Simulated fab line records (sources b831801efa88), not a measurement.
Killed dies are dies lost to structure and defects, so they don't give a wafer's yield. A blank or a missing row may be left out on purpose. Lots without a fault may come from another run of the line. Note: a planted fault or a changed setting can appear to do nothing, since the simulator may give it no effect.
fab line records ; flow sky130
record lots=6; wafers=18; last-day=50
route steps=708 shown SONOS_ONO@186 GATE_OXIDE@187 PAD_OPEN@708
lots that met no fault: from a run of the same line without faults
start-h: hours from the record's first day to the start of the lot's first wafer shown ; wait-h: hours since the lot's step before ; " identical to the entry in the row above ; L1.1+2: a single row standing in for several wafers ; - no value, or no start given ; * or withheld: withheld ; < > ~ a bound
route shown NAME@n: a module of which the file shows steps, and the number in the route of the first ; usual: average and standard deviation across the fault-free wafers ; same: alike in all rows ; chamber/n: place in a boat ; sites: each site's reading ; _std_site: how widely they spread, as a standard deviation ; _edge_site: inner sites' mean taken away from outer sites' mean ; radius-mm: for every site, how far away it sits from the centre of the wafer ; mask NAME#n: copy n ; behind: the last tool/chamber to shape the wafer ; hold: reason for holding the lot/hours on hold/outcome of the hold ; device: names the non-switching transistor (n, p or np) ; end of line: the same wafers' tests at the end of the route ; for a step that has no rows: nothing shown but its recipe ; killed: the dies lost at the first sort to structure and to defects; this is not the yield of the wafer ; map: per-die view of a wafer (x killed, . not killed, _ where there is no die)
set.NAME: the setting that was run; set.NAME@STEP: the one run at that earlier step ; model.NAME: the simulator's own value behind a step, which no gauge read
lots at selected steps of the route; one table per step, one row per wafer
services: when a tool's chamber went out of use (start-h, in hours from the record's first day, below 0 if earlier), for how many hours, and the reason
## steps
# step SKY_SONOS_ONO_WET_ETCH_18
# recipe chemistry=H3PO4; target-depth-nm=15; target=Si3N4; temp-c=160; time-s=172
# step SKY_GATE_OXIDE_CLEAN_00
# recipe chemistry=SC1/SC2; mix=1:4:20; temp-c=70; time-s=150; dry=n2-spin
# step SKY_GATE_OXIDE_OXIDATION_01
# recipe temp-c=900; ambient=O2; stabilise-s=600; purge-s=300; target-thk-a=102.68; ox-time-s=1473
# step SKY_GATE_OXIDE_THK_MEAS_02
# recipe reads=SiO2_of_GATE_OXIDE_OXIDATION_01
# usual GATE_OXIDE_OXIDATION_00_THK=10.27/0.19
lot.wafer;tool;chamber;start-h;wait-h;GATE_OXIDE_OXIDATION_00_THK[nm]
L957.2;film-metro-02;-;281.26;0.0;10.30
L957.3;film-metro-02;-;281.26;0.0;10.53
L957.4;film-metro-02;-;281.26;0.0;10.38
L964.1;film-metro-02;-;335.48;0.0;10.38
L964.2;film-metro-02;-;335.48;0.0;10.35
L964.3;film-metro-02;-;335.48;0.0;10.42
L966.3;film-metro-02;-;353.64;0.0;9.93
L966.4;film-metro-02;-;353.64;0.0;10.08
L966.5;film-metro-02;-;353.64;0.0;10.14
L968.2;film-metro-02;-;369.42;0.0;10.07
L968.3;film-metro-02;-;369.42;0.0;10.07
L968.4;film-metro-02;-;369.42;0.0;10.02
L978.1;film-metro-02;-;466.20;0.0;9.84
L978.3;film-metro-02;-;466.20;0.0;9.91
L978.5;film-metro-02;-;466.20;0.0;9.94
L980.2;film-metro-02;-;472.44;0.0;9.92
L980.3;film-metro-02;-;472.44;0.0;10.21
L980.6;film-metro-02;-;472.44;0.0;9.87
# step SKY_GATE_OXIDE_DEHYDRATE_03
# recipe temp-c=200; time-s=60
# step SKY_GATE_OXIDE_HMDS_04
# recipe prime-time-s=60; prime-temp-c=120
# step SKY_GATE_OXIDE_COAT_05
# recipe resist=NOVOLAK; spin-rpm=3000; resist-thk-nm=1140
# step SKY_GATE_OXIDE_SOFTBAKE_06
# recipe temp-c=90; time-s=60; resist=NOVOLAK
# step SKY_GATE_OXIDE_EXPOSE_07
# recipe mask-id=LVOM; na=0.6; source-shape=conventional; sigma-outer=0.6; polarization=unpolarized; target-cd-nm=600; dose-mj=170
# step SKY_GATE_OXIDE_PEB_08
# recipe temp-c=withheld; time-s=*; resist=NOVOLAK
# step SKY_GATE_OXIDE_DEVELOP_09
# recipe resist=NOVOLAK; developer=TMAH; develop-time-s=60; dev-temp-c=23
# step SKY_GATE_OXIDE_OVL_MEAS_10
# usual GATE_OXIDE_OVL=1.2/1.3
lot.wafer;tool;chamber;start-h;wait-h;GATE_OXIDE_OVL[nm]
L957.2;overlay-01;-;306.47;0.1;3.3
L957.3;overlay-01;-;306.47;0.1;3.3
L957.4;overlay-01;-;306.47;0.1;2.8
L964.1;overlay-02;-;362.87;0.1;-1.8
L964.2;overlay-02;-;362.87;0.1;-1.0
L964.3;overlay-02;-;362.87;0.1;-0.7
L966.3;overlay-01;-;381.62;0.1;2.0
L966.4;overlay-01;-;381.62;0.1;2.2
L966.5;overlay-01;-;381.62;0.1;2.0
L968.2;overlay-01;-;397.49;0.1;-0.1
L968.3;overlay-01;-;397.49;0.1;1.9
L968.4;overlay-01;-;397.49;0.1;1.0
L978.1;overlay-02;-;496.84;0.1;1.0
L978.3;overlay-02;-;496.84;0.1;-0.7
L978.5;overlay-02;-;496.84;0.1;1.2
L980.2;overlay-02;-;502.71;0.1;-0.5
L980.3;overlay-02;-;502.71;0.1;0.3
L980.6;overlay-02;-;502.71;0.1;0.5
# step SKY_GATE_OXIDE_IMPLANT_11
# recipe species=B; energy-kev=10; dose-cm2=2.6e+12; tilt-deg=withheld
# usual dose-ions-cm2=2.6006e+12/2.7e+09; faraday-current-uA=14.71/0.3
lot.wafer;tool;chamber;start-h;wait-h;dose-ions-cm2;faraday-current-uA
L957.2;implanter-02;0;306.52;0.0;2.6011e+12;14.80
L957.3;implanter-02;0;306.52;0.0;2.6023e+12;15.07
L957.4;implanter-02;0;306.52;0.0;2.5985e+12;14.66
L964.1;implanter-01;0;362.91;0.0;2.5986e+12;14.75
L964.2;implanter-01;0;362.91;0.0;2.601e+12;14.84
L964.3;implanter-01;0;362.91;0.0;2.6015e+12;14.60
L966.3;implanter-04;0;381.70;0.1;2.5991e+12;14.89
L966.4;implanter-04;0;381.70;0.1;2.6008e+12;15.05
L966.5;implanter-04;0;381.70;0.1;2.6001e+12;14.84
L968.2;implanter-04;0;397.55;0.0;2.6085e+12;14.63
L968.3;implanter-04;0;397.55;0.0;2.6011e+12;13.99
L968.4;implanter-04;0;397.55;0.0;2.6048e+12;14.77
L978.1;implanter-01;0;496.87;0.0;2.7738e+12;14.98
L978.3;implanter-01;0;496.87;0.0;2.7747e+12;15.62
L978.5;implanter-01;0;496.87;0.0;2.7773e+12;15.78
L980.2;implanter-01;0;502.77;0.0;2.7768e+12;15.73
L980.3;implanter-01;0;502.77;0.0;2.7694e+12;15.31
L980.6;implanter-01;0;502.77;0.0;2.7747e+12;15.55
# step SKY_GATE_OXIDE_WET_ETCH_12
# recipe chemistry=dHF; target-depth-nm=16.8; dry=n2-spin; target=SiO2; dilution=100:1; temp-c=25; time-s=336
# step SKY_GATE_OXIDE_STRIP_13
# recipe chemistry=O2/N2; power-w=1400; pressure-mtorr=1500; platen-temp-c=withheld; o2-flow-sccm=3000; n2-flow-sccm=300; overash-fraction=0.5
# usual drypump-motor-current-A=5.7/0.56; n2-flow-sccm=300.1/0.94; oes-product-au=0.715/0.0053; strip-time-to-endpoint-s=14.18/0.035
lot.wafer;tool;chamber;start-h;wait-h;drypump-motor-current-A;n2-flow-sccm;oes-product-au;rf-hours-counter-h;strip-time-to-endpoint-s
L957.2;plasma-asher-03;0;306.75;0.0;6.2;299.9;0.718;18;14.18
L957.3;plasma-asher-03;0;306.75;0.0;6.2;299.8;0.707;-;14.14
L957.4;plasma-asher-03;1;306.75;0.0;5.3;301.6;0.708;-;14.17
L964.1;plasma-asher-03;1;363.16;0.0;5.3;299.8;0.713;24;14.19
L964.2;plasma-asher-03;0;363.16;0.0;6.2;299.5;0.711;24;14.16
L964.3;plasma-asher-03;0;363.16;0.0;6.2;299.8;0.708;-;14.16
L966.3;plasma-asher-03;0;381.93;0.0;6.2;300.5;0.719;-;14.23
L966.4;plasma-asher-03;1;381.93;0.0;5.3;300.3;0.718;-;14.19
L966.5;plasma-asher-03;1;381.93;0.0;5.4;299.9;0.714;-;14.20
L968.2;plasma-asher-03;0;397.77;0.0;6.1;299.6;0.720;27;14.24
L968.3;plasma-asher-03;0;397.77;0.0;6.2;297.7;0.707;-;14.20
L968.4;plasma-asher-03;1;397.77;0.0;5.3;300.1;0.718;-;14.18
L978.1;plasma-asher-03;1;497.12;0.0;5.3;300.1;0.706;33;14.19
L978.3;plasma-asher-03;0;497.12;0.0;6.2;299.7;0.716;-;14.15
L978.5;plasma-asher-03;0;497.12;0.0;6.2;299.5;0.725;-;14.20
L980.2;plasma-asher-01;1;503.00;0.0;4.8;299.9;0.721;82;14.13
L980.3;plasma-asher-01;0;503.00;0.0;6.3;298.4;0.718;-;14.17
L980.6;plasma-asher-01;0;503.00;0.0;6.3;298.6;0.707;-;14.15
# step SKY_GATE_OXIDE_TW_MEAS_14
# usual GATE_OXIDE_TW=224.8/1.3
lot.wafer;tool;chamber;start-h;wait-h;GATE_OXIDE_TW
L957.2;film-metro-04;-;306.86;0.1;224.2
L957.3;film-metro-04;-;306.86;0.1;224.9
L957.4;film-metro-04;-;306.86;0.1;224.5
L964.1;film-metro-04;-;363.26;0.1;224.7
L964.2;film-metro-04;-;363.26;0.1;225.2
L964.3;film-metro-04;-;363.26;0.1;224.0
L966.3;film-metro-02;-;382.02;0.1;223.8
L966.4;film-metro-02;-;382.02;0.1;223.6
L966.5;film-metro-02;-;382.02;0.1;224.9
L968.2;film-metro-04;-;397.88;0.1;226.3
L968.3;film-metro-04;-;397.88;0.1;225.3
L968.4;film-metro-04;-;397.88;0.1;226.0
L978.1;film-metro-02;-;497.22;0.1;227.2
L978.3;film-metro-02;-;497.22;0.1;228.2
L978.5;film-metro-02;-;497.22;0.1;228.2
L980.2;film-metro-01;-;503.11;0.1;228.8
L980.3;film-metro-01;-;503.11;0.1;230.5
L980.6;film-metro-01;-;503.11;0.1;230.3
# step SKY_GATE_OXIDE_CLEAN_15
# recipe chemistry=SC1/SC2; mix=1:4:20; temp-c=70; time-s=150; dry=n2-spin
# step SKY_PAD_OPEN_PROBE_99
# usual killed_at_M0_to_M3=44/6.3; killed_at_M4_up=2.8/1.7; killed-at-contacts=25/5.8; killed-at-front-end=14/4.4; killed-at-other=0.3/0.49; killed-dies=86/8.7; killed-on-rim=17/4.3; killed-open=48/5.8; killed-short=38/6
# same gross-dies=492; killed-at-back-side=0
lot.wafer;tool;chamber;start-h;wait-h;killed_at_M0_to_M3;killed_at_M4_up;killed-at-contacts;killed-at-front-end;killed-at-other;killed-dies;killed-on-rim;killed-open;killed-short;model.etest.pfet_01v8_lvt.drive-ua-um;model.etest.pfet_01v8_lvt.off-log10-a-um;model.etest.pfet_01v8_lvt.vt-sat-v;model.etest.pfet_01v8_lvt.vt-v;model.etest.pfet_01v8_lvt.vt-long-v;model.etest.pfet_01v8_mvt.vt-sat-v;model.etest.pfet_01v8_mvt.vt-v;model.etest.pfet_01v8_mvt.vt-long-v
L957.2;prober-02;-;1076.80;0.1;46;4;21;15;0;86;9;45;41;169.6;-9.418;-0.477;-0.5608;-0.6751;-0.6254;-0.7037;-0.8999
L957.3;prober-02;-;1076.85;0.2;44;3;18;15;0;80;18;48;32;172.6;-9.354;-0.4721;-0.5578;-0.6732;-0.6219;-0.7001;-0.8977
L957.4;prober-02;-;1076.90;0.2;46;5;28;22;1;102;16;53;49;171.2;-9.294;-0.476;-0.5593;-0.6719;-0.621;-0.6993;-0.8974
L964.1;prober-01;-;1111.25;0.1;41;0;22;13;0;76;9;41;35;171.3;-9.08;-0.4663;-0.5523;-0.669;-0.5773;-0.663;-0.8632
L964.2;prober-01;-;1111.30;0.1;51;2;16;10;0;79;18;42;37;176.8;-9.006;-0.4596;-0.552;-0.6671;-0.5634;-0.6552;-0.8583
L964.3;prober-01;-;1111.35;0.2;31;2;26;14;0;73;12;42;31;170.2;-9.161;-0.4725;-0.5582;-0.6706;-0.5838;-0.6679;-0.8703
L966.3;prober-01;-;1128.02;0.2;42;3;33;11;0;89;17;53;36;171;-9.137;-0.4596;-0.5452;-0.6572;-0.5904;-0.6711;-0.872
L966.4;prober-01;-;1128.07;0.2;34;8;38;14;0;94;23;53;41;175;-9.184;-0.4568;-0.5432;-0.6616;-0.5899;-0.6694;-0.8725
L966.5;prober-01;-;1128.12;0.2;48;1;31;12;0;92;18;57;35;172.9;-9.233;-0.4604;-0.5449;-0.6614;-0.5879;-0.6687;-0.8717
L968.2;prober-01;-;1139.58;0.1;38;2;31;18;0;89;16;55;34;179.1;-8.312;-0.3995;-0.4949;-0.6185;-0.5093;-0.601;-0.8146
L968.3;prober-01;-;1139.63;0.2;45;3;23;14;0;85;21;58;27;178.5;-8.073;-0.4005;-0.4977;-0.6201;-0.5019;-0.5982;-0.8117
L968.4;prober-01;-;1139.68;0.2;44;3;13;16;0;76;16;43;33;174.8;-8.581;-0.4101;-0.5035;-0.6248;-0.5046;-0.5971;-0.8156
L978.1;prober-02;-;1195.46;0.1;48;2;25;10;0;85;13;43;42;184.5;-8.188;-0.3772;-0.4703;-0.5935;-0.5035;-0.5976;-0.8096
L978.3;prober-02;-;1195.56;0.2;41;3;19;13;1;77;19;44;33;182.8;-7.968;-0.3774;-0.4747;-0.5962;-0.5151;-0.6064;-0.8167
L978.5;prober-02;-;1195.66;0.2;45;4;27;12;0;88;27;47;41;184.1;-8.038;-0.3756;-0.4744;-0.5989;-0.5064;-0.6018;-0.8163
L980.2;prober-01;-;1196.70;0.1;55;6;16;10;0;87;17;50;37;180.9;-8.473;-0.3936;-0.4848;-0.6035;-0.5007;-0.5906;-0.7998
L980.3;prober-01;-;1196.75;0.2;46;2;19;6;0;73;13;39;34;180.2;-8.364;-0.4018;-0.4891;-0.6071;-0.5108;-0.6007;-0.8084
L980.6;prober-01;-;1196.90;0.2;44;3;17;15;1;80;16;43;37;183.5;-8.429;-0.3892;-0.4795;-0.5985;-0.4931;-0.5804;-0.7942
# killed by level:class
L957.2 VIA2:geometric-particle:open=8 VIA1:geometric-particle:open=8 METAL2:geometric-particle:short=8 CONTACT:geometric-particle:open=7 LI_CONTACT:geometric-particle:open=5 METAL1:geometric-particle:short=5 POLY_GATE:geometric-particle:short=4 LI_CONTACT:geometric-particle:short=4
L957.3 CONTACT:geometric-particle:open=11 VIA1:geometric-particle:open=9 VIA3:geometric-particle:open=8 METAL2:geometric-particle:short=5 VIA2:geometric-particle:short=5 VIA2:geometric-particle:open=4 VIA1:geometric-particle:short=4 POLY_GATE:geometric-particle:open=3
L957.4 LI_CONTACT:geometric-particle:open=12 VIA1:geometric-particle:open=10 VIA1:geometric-particle:short=10 FIELD_ISO:geometric-particle:open=7 CONTACT:geometric-particle:short=7 VIA3:geometric-particle:open=7 POLY_GATE:geometric-particle:open=6 VIA2:geometric-particle:open=6
L964.1 CONTACT:geometric-particle:open=10 VIA2:geometric-particle:open=8 VIA1:geometric-particle:open=7 METAL1:geometric-particle:short=6 METAL3:geometric-particle:short=5 VIA3:geometric-particle:short=5 FIELD_ISO:geometric-particle:open=4 LI_CONTACT:geometric-particle:open=4
L964.2 VIA1:geometric-particle:open=16 METAL1:geometric-particle:short=10 LI_CONTACT:geometric-particle:open=5 CONTACT:geometric-particle:open=5 METAL2:geometric-particle:short=5 VIA2:geometric-particle:open=4 VIA3:geometric-particle:short=4 VIA3:geometric-particle:open=4
L964.3 CONTACT:geometric-particle:open=11 VIA1:geometric-particle:open=8 VIA3:geometric-particle:open=8 LI_CONTACT:geometric-particle:short=5 LI_CONTACT:geometric-particle:open=5 FIELD_ISO:geometric-particle:open=4 FIELD_ISO:geometric-particle:short=3 LOCAL_INTERCONNECT:geometric-particle:short=3
L966.3 LI_CONTACT:geometric-particle:open=11 CONTACT:geometric-particle:open=11 VIA3:geometric-particle:open=9 CONTACT:geometric-particle:short=7 VIA1:geometric-particle:open=7 VIA2:geometric-particle:open=6 VIA1:geometric-particle:short=5 METAL1:geometric-particle:short=5
L966.4 LI_CONTACT:geometric-particle:open=15 VIA1:geometric-particle:open=9 CONTACT:geometric-particle:open=8 METAL4:geometric-particle:short=8 CONTACT:geometric-particle:short=7 VIA2:geometric-particle:open=6 VIA3:geometric-particle:open=5 LOCAL_INTERCONNECT:geometric-particle:short=5
L966.5 VIA1:geometric-particle:open=13 CONTACT:geometric-particle:open=11 VIA3:geometric-particle:open=9 CONTACT:geometric-particle:short=6 METAL2:geometric-particle:short=5 LI_CONTACT:geometric-particle:open=5 LOCAL_INTERCONNECT:geometric-particle:short=5 VIA2:geometric-particle:open=5
L968.2 LI_CONTACT:geometric-particle:open=12 VIA1:geometric-particle:open=10 CONTACT:geometric-particle:open=10 VIA2:geometric-particle:open=6 VIA3:geometric-particle:open=6 METAL2:geometric-particle:short=5 CONTACT:geometric-particle:short=5 POLY_GATE:geometric-particle:open=4
L968.3 VIA1:geometric-particle:open=14 CONTACT:geometric-particle:open=10 VIA3:geometric-particle:open=8 LI_CONTACT:geometric-particle:open=5 VIA2:geometric-particle:open=5 METAL3:geometric-particle:short=5 FIELD_ISO:geometric-particle:open=4 CONTACT:geometric-particle:short=4
L968.4 VIA1:geometric-particle:open=14 VIA3:geometric-particle:open=6 VIA2:geometric-particle:open=6 POLY_GATE:geometric-particle:open=5 CONTACT:geometric-particle:short=4 METAL2:geometric-particle:short=4 POLY_GATE:geometric-particle:short=3 VIA1:geometric-particle:short=3
L978.1 VIA1:geometric-particle:open=13 CONTACT:geometric-particle:open=9 LOCAL_INTERCONNECT:geometric-particle:short=6 CONTACT:geometric-particle:short=6 METAL2:geometric-particle:short=6 VIA2:geometric-particle:open=5 METAL3:geometric-particle:short=5 LI_CONTACT:geometric-particle:open=4
L978.3 VIA3:geometric-particle:open=9 VIA1:geometric-particle:open=8 VIA2:geometric-particle:open=7 CONTACT:geometric-particle:open=6 LI_CONTACT:geometric-particle:open=5 VIA1:geometric-particle:short=5 POLY_GATE:geometric-particle:short=4 CONTACT:geometric-particle:short=4
L978.5 CONTACT:geometric-particle:open=13 VIA1:geometric-particle:open=9 VIA3:geometric-particle:open=9 CONTACT:geometric-particle:short=7 METAL1:geometric-particle:short=5 VIA1:geometric-particle:short=5 VIA3:geometric-particle:short=5 FIELD_ISO:geometric-particle:short=4
L980.2 VIA1:geometric-particle:open=20 VIA2:geometric-particle:open=8 VIA1:geometric-particle:short=7 METAL2:geometric-particle:short=6 POLY_GATE:geometric-particle:short=5 CONTACT:geometric-particle:open=5 VIA3:geometric-particle:open=5 LI_CONTACT:geometric-particle:open=4
L980.3 METAL1:geometric-particle:short=11 VIA1:geometric-particle:open=10 CONTACT:geometric-particle:open=7 VIA3:geometric-particle:open=6 VIA2:geometric-particle:open=6 LOCAL_INTERCONNECT:geometric-particle:short=5 CONTACT:geometric-particle:short=3 VIA1:geometric-particle:short=3
L980.6 VIA1:geometric-particle:open=12 CONTACT:geometric-particle:open=8 VIA1:geometric-particle:short=7 METAL2:geometric-particle:short=6 POLY_GATE:geometric-particle:short=5 POLY_GATE:geometric-particle:open=5 VIA2:geometric-particle:open=5 VIA3:geometric-particle:open=4
## services
tool;chamber;start-h;hours;kind
implanter-01;-;289.10;9.6;repair
plasma-asher-03;-;295.94;4.4;repair
implanter-01;-;296.86;1.5;repair
plasma-asher-03;-;315.81;4.0;repair
implanter-04;-;342.84;5.5;pm
plasma-asher-03;-;367.16;9.7;repair
implanter-02;-;372.85;4.6;pm
implanter-01;-;438.57;6.5;pm
implanter-01;-;448.71;1.6;repair
plasma-asher-03;-;454.56;19.3;repair
implanter-04;-;466.41;9.2;pm
plasma-asher-03;-;473.83;14.6;pm
implanter-02;-;478.81;1.0;repair
## key
first-sign step=SKY_GATE_OXIDE_IMPLANT_11; reading=dose-ions-cm2; direction=up; sigmas=63; usual=*; struck=*
effect step=SKY_GATE_OXIDE_IMPLANT_11; reading=faraday-current-uA; direction=up; sigmas=2.6; usual=14.71; struck=15.50
effect step=SKY_GATE_OXIDE_TW_MEAS_14; reading=GATE_OXIDE_TW; direction=up; sigmas=3.1; usual=224.8; struck=228.9
model-effect step=SKY_PAD_OPEN_PROBE_99; value=etest.pfet_01v8_lvt.drive-ua-um; without=174.3; struck=182.7
met-at SKY_GATE_OXIDE_IMPLANT_11
struck-wafers L978.1,L978.3,L978.5,L980.2,L980.3,L980.6
tester-left-out L978,L980
onset-between 362.91 496.87
fault kind=process-parameter-drift; tool=implanter-01; chamber=-; onset-h=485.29; steps=SKY_GATE_OXIDE_IMPLANT_11; channel=dose-cm2; offset=*; shape=step; end-h=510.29; acts-in=*; stated=*
# tester-left-out: of these lots the tester's yield and bins aren't shown, on N5 and GAA mostly nor the transistor test; their killed dies are dies lost to structure and defects alone, not to doping, threshold or leakage, so they don't give the yield
